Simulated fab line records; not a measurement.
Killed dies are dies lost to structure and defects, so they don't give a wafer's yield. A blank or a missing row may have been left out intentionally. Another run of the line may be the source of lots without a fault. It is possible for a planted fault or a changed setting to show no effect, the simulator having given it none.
What tool caused it? :: flow sky130 :: 7 lots, 21 wafers sampled, at 2 steps of a route of 708

== WHAT THE GAUGES READ, wafer by wafer ==
SKY_POLY_CUT_OVL_MEAS_09.
lot: L771
measured: day 25 12:31
on: overlay-01
POLY_CUT_OVL (nm): 4 0 -4

lot: L773
measured: day 26 00:37
on: overlay-01
POLY_CUT_OVL (nm): 3 5 1

lot: L775
measured: day 26 23:40
on: overlay-02
POLY_CUT_OVL (nm): 5 5 10

lot: L784
measured: day 29 23:01
on: overlay-02
POLY_CUT_OVL (nm): -4 -2 5

lot: L786
measured: day 31 01:01
on: overlay-02
POLY_CUT_OVL (nm): 2 5 5

lot: L790
measured: day 32 05:55
on: overlay-02
POLY_CUT_OVL (nm): -9 -1 -11

lot: L793
measured: day 32 20:35
on: overlay-01
POLY_CUT_OVL (nm): 7 -2 2

== WHAT TOOL EACH LOT RAN ON (gives the tool, then ch and the chambers of the sampled wafers, and finally the start) ==
lot: L771
SKY_NWELL_IMPLANT_24: implanter-02 ch 0, day 6 01:08

lot: L773
SKY_NWELL_IMPLANT_24: implanter-04 ch 0, day 6 08:05

lot: L775
SKY_NWELL_IMPLANT_24: implanter-04 ch 0, day 7 00:01

lot: L784
SKY_NWELL_IMPLANT_24: implanter-02 ch 0, day 9 00:40

lot: L786
SKY_NWELL_IMPLANT_24: implanter-02 ch 0, day 9 19:37

lot: L790
SKY_NWELL_IMPLANT_24: implanter-04 ch 0, day 10 12:55

lot: L793
SKY_NWELL_IMPLANT_24: implanter-04 ch 0, day 11 15:58
- SKY_NWELL_IMPLANT_24

== THE ANSWER, worked out from the rows above alone ==
Rule: what is usual is taken from the lots themselves. Put in order of their means at a reading, lots are off if they are a third of the lots or fewer, leave a main group of 4 or more, and stand apart from it by a gap of 3 or more times the standard deviation of the main group's means; of several such gaps the widest counts. A main group whose means are all the same, to the digits that the tables above print for the reading, isn't used. A lot without any number at a reading at which 4 lots or more have one is off too. Any other lot the step has rows for is counted as sound.
None of the lots is off at any reading shown; this tells nothing.

== WHAT HAD BEEN PUT IN BY THE SIMULATOR ==
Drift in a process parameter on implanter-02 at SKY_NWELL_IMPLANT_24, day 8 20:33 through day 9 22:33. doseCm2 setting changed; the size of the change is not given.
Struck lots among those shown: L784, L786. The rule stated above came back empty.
